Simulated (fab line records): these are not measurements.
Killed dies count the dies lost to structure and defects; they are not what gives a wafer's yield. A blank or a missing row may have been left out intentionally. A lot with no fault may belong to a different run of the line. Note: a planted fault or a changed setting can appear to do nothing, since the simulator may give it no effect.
fab line records || flow sky130
record: {"lots": 14, "wafers": 42, "lastDay": 50}
route steps=708 shown GATE_OXIDE@198
lots that met no fault: from a run of the same line without faults
startH: hours from the record's first day to the start of the lot's first wafer shown || waitH: how many hours have passed since the lot's step before this one || " unchanged from the row above || L1.1+2: several wafers, shown together as one row || - either no value or no given start || * or withheld: withheld || < > ~ a bound
route shown NAME@n: a module of which the file shows steps, and the number in the route of the first || usual: mean/standard deviation taken from wafers without a fault || same: alike in all rows || chamber/n: place in a boat || sites: each site's reading || _std_site: how widely they spread, as a standard deviation || _edge_site: mean of outer sites minus mean of inner sites || radiusMm: for every site, how far away it sits from the centre of the wafer || mask NAME#n: copy n || behind: the last tool/chamber to shape the wafer || hold: reason for holding the lot/hours on hold/outcome of the hold || device: the n, p or np transistor that did not switch || end of line: the tests these same wafers got at the end of their route || for a step that has no rows: nothing shown but its recipe || killed: count of dies lost to structure and defects at first sort (not the wafer's yield) || map: shows each die of a wafer: x if killed, . if not, _ if none is there
set.NAME: the run value of the setting; set.NAME@STEP: its run value at that earlier step || model.NAME: the simulator's own value behind a step, which no gauge read
the route's steps for a sample of lots (tables are steps, rows are wafers)
services: the hour from which a tool's chamber was out of use, counted from the record's first day as startH (under 0 if before that day), plus the number of hours and why
== steps ==
step: SKY_GATE_OXIDE_IMPLANT_11
recipe: {"species": "B", "energyKev": 10, "doseCm2": 2.6e+12, "tiltDeg": "withheld"}
{"lot.wafer": "L264.2+3+4", "tool": "implanter-04", "chamber": 0, "startH": 323.37, "waitH": 0.0}
{"lot.wafer": "L264.2+3+4", "tool": "implanter-04", "chamber": 0, "startH": 323.68, "waitH": 0.3}
{"lot.wafer": "L265.1+2+3", "tool": "implanter-02", "chamber": 0, "startH": 333.23, "waitH": 0.0}
{"lot.wafer": "L266.1+3+5", "tool": "implanter-02", "chamber": 0, "startH": 337.93, "waitH": 0.0}
{"lot.wafer": "L267.2+3+5", "tool": "implanter-04", "chamber": 0, "startH": 341.80, "waitH": 0.0}
{"lot.wafer": "L270.3+4+5", "tool": "implanter-04", "chamber": 0, "startH": 358.59, "waitH": 0.1}
{"lot.wafer": "L270.3+4+5", "tool": "implanter-04", "chamber": 0, "startH": 358.90, "waitH": 0.3}
{"lot.wafer": "L276.1+3+6", "tool": "implanter-04", "chamber": 0, "startH": 407.88, "waitH": 0.0}
{"lot.wafer": "L277.3+4+5", "tool": "implanter-04", "chamber": 0, "startH": 433.94, "waitH": 0.1}
{"lot.wafer": "L278.2+4+5", "tool": "implanter-04", "chamber": 0, "startH": 434.91, "waitH": 0.0}
{"lot.wafer": "L279.3+4+6", "tool": "implanter-02", "chamber": 0, "startH": 437.83, "waitH": 0.1}
{"lot.wafer": "L280.2+4+5", "tool": "implanter-04", "chamber": 0, "startH": 443.41, "waitH": 0.0}
{"lot.wafer": "L281.1+2+3", "tool": "implanter-03", "chamber": 0, "startH": 447.78, "waitH": 0.0}
{"lot.wafer": "L282.1+2+6", "tool": "implanter-02", "chamber": 0, "startH": 459.89, "waitH": 0.0}
{"lot.wafer": "L283.1+2+5", "tool": "implanter-03", "chamber": 0, "startH": 466.34, "waitH": 0.0}
{"lot.wafer": "L287.2+4+5", "tool": "implanter-02", "chamber": 0, "startH": 515.77, "waitH": 0.0}
step: SKY_GATE_OXIDE_TW_MEAS_14
usual: {"GATE_OXIDE_TW": "224.5/2.4"}
{"lot.wafer": "L264.2", "tool": "filmMetro-03", "chamber": "-", "startH": 324.02, "waitH": 0.1, "GATE_OXIDE_TW": 276.2}
{"lot.wafer": "L264.3", "tool": "filmMetro-03", "chamber": "-", "startH": 324.02, "waitH": 0.1, "GATE_OXIDE_TW": 275.3}
{"lot.wafer": "L264.4", "tool": "filmMetro-03", "chamber": "-", "startH": 324.02, "waitH": 0.1, "GATE_OXIDE_TW": 275.5}
{"lot.wafer": "L264.2", "tool": "filmMetro-03", "chamber": "-", "startH": 324.25, "waitH": 0.2, "GATE_OXIDE_TW": 275.3}
{"lot.wafer": "L264.3", "tool": "filmMetro-03", "chamber": "-", "startH": 324.25, "waitH": 0.2, "GATE_OXIDE_TW": 273.2}
{"lot.wafer": "L264.4", "tool": "filmMetro-03", "chamber": "-", "startH": 324.25, "waitH": 0.2, "GATE_OXIDE_TW": 276.0}
{"lot.wafer": "L265.1", "tool": "filmMetro-03", "chamber": "-", "startH": 333.58, "waitH": 0.1, "GATE_OXIDE_TW": 224.8}
{"lot.wafer": "L265.2", "tool": "filmMetro-03", "chamber": "-", "startH": 333.58, "waitH": 0.1, "GATE_OXIDE_TW": 224.3}
{"lot.wafer": "L265.3", "tool": "filmMetro-03", "chamber": "-", "startH": 333.58, "waitH": 0.1, "GATE_OXIDE_TW": 224.7}
{"lot.wafer": "L266.1", "tool": "filmMetro-02", "chamber": "-", "startH": 338.30, "waitH": 0.1, "GATE_OXIDE_TW": 219.2}
{"lot.wafer": "L266.3", "tool": "filmMetro-02", "chamber": "-", "startH": 338.30, "waitH": 0.1, "GATE_OXIDE_TW": 222.0}
{"lot.wafer": "L266.5", "tool": "filmMetro-02", "chamber": "-", "startH": 338.30, "waitH": 0.1, "GATE_OXIDE_TW": 222.2}
{"lot.wafer": "L267.2", "tool": "filmMetro-01", "chamber": "-", "startH": 342.15, "waitH": 0.1, "GATE_OXIDE_TW": 226.5}
{"lot.wafer": "L267.3", "tool": "filmMetro-01", "chamber": "-", "startH": 342.15, "waitH": 0.1, "GATE_OXIDE_TW": 226.4}
{"lot.wafer": "L267.5", "tool": "filmMetro-01", "chamber": "-", "startH": 342.15, "waitH": 0.1, "GATE_OXIDE_TW": 225.6}
{"lot.wafer": "L270.3", "tool": "filmMetro-02", "chamber": "-", "startH": 359.55, "waitH": 0.2, "GATE_OXIDE_TW": 270.6}
{"lot.wafer": "L270.4", "tool": "filmMetro-02", "chamber": "-", "startH": 359.55, "waitH": 0.2, "GATE_OXIDE_TW": 268.6}
{"lot.wafer": "L270.5", "tool": "filmMetro-02", "chamber": "-", "startH": 359.55, "waitH": 0.2, "GATE_OXIDE_TW": 270.4}
{"lot.wafer": "L270.3", "tool": "filmMetro-02", "chamber": "-", "startH": 359.78, "waitH": 0.2, "GATE_OXIDE_TW": 268.8}
{"lot.wafer": "L270.4", "tool": "filmMetro-02", "chamber": "-", "startH": 359.78, "waitH": 0.2, "GATE_OXIDE_TW": 270.9}
{"lot.wafer": "L270.5", "tool": "filmMetro-02", "chamber": "-", "startH": 359.78, "waitH": 0.2, "GATE_OXIDE_TW": 270.6}
{"lot.wafer": "L276.1", "tool": "filmMetro-03", "chamber": "-", "startH": 408.33, "waitH": 0.1, "GATE_OXIDE_TW": 225.2}
{"lot.wafer": "L276.3", "tool": "filmMetro-03", "chamber": "-", "startH": 408.33, "waitH": 0.1, "GATE_OXIDE_TW": 224.3}
{"lot.wafer": "L276.6", "tool": "filmMetro-03", "chamber": "-", "startH": 408.33, "waitH": 0.1, "GATE_OXIDE_TW": 225.5}
{"lot.wafer": "L277.3", "tool": "filmMetro-01", "chamber": "-", "startH": 434.26, "waitH": 0.1, "GATE_OXIDE_TW": 227.2}
{"lot.wafer": "L277.4", "tool": "filmMetro-01", "chamber": "-", "startH": 434.26, "waitH": 0.1, "GATE_OXIDE_TW": 226.7}
{"lot.wafer": "L277.5", "tool": "filmMetro-01", "chamber": "-", "startH": 434.26, "waitH": 0.1, "GATE_OXIDE_TW": 227.6}
{"lot.wafer": "L278.2", "tool": "filmMetro-01", "chamber": "-", "startH": 435.25, "waitH": 0.1, "GATE_OXIDE_TW": 228.3}
{"lot.wafer": "L278.4", "tool": "filmMetro-01", "chamber": "-", "startH": 435.25, "waitH": 0.1, "GATE_OXIDE_TW": 226.6}
{"lot.wafer": "L278.5", "tool": "filmMetro-01", "chamber": "-", "startH": 435.25, "waitH": 0.1, "GATE_OXIDE_TW": 227.1}
{"lot.wafer": "L279.3", "tool": "filmMetro-03", "chamber": "-", "startH": 438.16, "waitH": 0.1, "GATE_OXIDE_TW": 226.1}
{"lot.wafer": "L279.4", "tool": "filmMetro-03", "chamber": "-", "startH": 438.16, "waitH": 0.1, "GATE_OXIDE_TW": 224.9}
{"lot.wafer": "L279.6", "tool": "filmMetro-03", "chamber": "-", "startH": 438.16, "waitH": 0.1, "GATE_OXIDE_TW": 226.4}
{"lot.wafer": "L280.2", "tool": "filmMetro-01", "chamber": "-", "startH": 443.76, "waitH": 0.1, "GATE_OXIDE_TW": 227.7}
{"lot.wafer": "L280.4", "tool": "filmMetro-01", "chamber": "-", "startH": 443.76, "waitH": 0.1, "GATE_OXIDE_TW": 226.1}
{"lot.wafer": "L280.5", "tool": "filmMetro-01", "chamber": "-", "startH": 443.76, "waitH": 0.1, "GATE_OXIDE_TW": 226.6}
{"lot.wafer": "L281.1", "tool": "filmMetro-01", "chamber": "-", "startH": 448.13, "waitH": 0.1, "GATE_OXIDE_TW": 228.6}
{"lot.wafer": "L281.2", "tool": "filmMetro-01", "chamber": "-", "startH": 448.13, "waitH": 0.1, "GATE_OXIDE_TW": 228.9}
{"lot.wafer": "L281.3", "tool": "filmMetro-01", "chamber": "-", "startH": 448.13, "waitH": 0.1, "GATE_OXIDE_TW": 228.7}
{"lot.wafer": "L282.1", "tool": "filmMetro-01", "chamber": "-", "startH": 460.24, "waitH": 0.1, "GATE_OXIDE_TW": 227.1}
{"lot.wafer": "L282.2", "tool": "filmMetro-01", "chamber": "-", "startH": 460.24, "waitH": 0.1, "GATE_OXIDE_TW": 227.1}
{"lot.wafer": "L282.6", "tool": "filmMetro-01", "chamber": "-", "startH": 460.24, "waitH": 0.1, "GATE_OXIDE_TW": 228.0}
{"lot.wafer": "L283.1", "tool": "filmMetro-02", "chamber": "-", "startH": 466.79, "waitH": 0.1, "GATE_OXIDE_TW": 221.3}
{"lot.wafer": "L283.2", "tool": "filmMetro-02", "chamber": "-", "startH": 466.79, "waitH": 0.1, "GATE_OXIDE_TW": 220.4}
{"lot.wafer": "L283.5", "tool": "filmMetro-02", "chamber": "-", "startH": 466.79, "waitH": 0.1, "GATE_OXIDE_TW": 220.8}
{"lot.wafer": "L287.2", "tool": "filmMetro-01", "chamber": "-", "startH": 516.10, "waitH": 0.1, "GATE_OXIDE_TW": 224.3}
{"lot.wafer": "L287.4", "tool": "filmMetro-01", "chamber": "-", "startH": 516.10, "waitH": 0.1, "GATE_OXIDE_TW": 224.4}
{"lot.wafer": "L287.5", "tool": "filmMetro-01", "chamber": "-", "startH": 516.10, "waitH": 0.1, "GATE_OXIDE_TW": 224.8}
== services ==
{"tool": "implanter-03", "chamber": "-", "startH": 354.77, "hours": 2.4, "kind": "repair"}
{"tool": "implanter-02", "chamber": "-", "startH": 403.74, "hours": 3.1, "kind": "pm"}
{"tool": "implanter-03", "chamber": "-", "startH": 438.78, "hours": 2.5, "kind": "repair"}
{"tool": "implanter-03", "chamber": "-", "startH": 480.14, "hours": 6.2, "kind": "repair"}
{"tool": "implanter-03", "chamber": "-", "startH": 509.17, "hours": 2.9, "kind": "repair"}
== key ==
firstSign: {"step": "SKY_GATE_OXIDE_IMPLANT_11", "reading": "visit", "direction": "added"}
effect: {"step": "SKY_GATE_OXIDE_TW_MEAS_14", "reading": "visit", "direction": "added"}
effect: {"step": "SKY_GATE_OXIDE_TW_MEAS_14", "reading": "GATE_OXIDE_TW", "direction": "up", "sigmas": 20, "usual": 224.5, "struck": 272.8}
metAt SKY_GATE_OXIDE_IMPLANT_11
struckLots L264,L270
testerLeftOut L264,L270
fault: {"kind": "repeatedStepWhole", "tool": "implanter-02,implanter-03,implanter-04", "chamber": "-", "onsetH": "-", "steps": "SKY_GATE_OXIDE_IMPLANT_11", "times": 1, "scope": "struckLotsOnly"}
testerLeftOut: of these lots the tester's yield and bins aren't shown, on N5 and GAA mostly nor the transistor test; their killed dies are dies lost to structure and defects alone, not to doping, threshold or leakage, so they don't give the yield
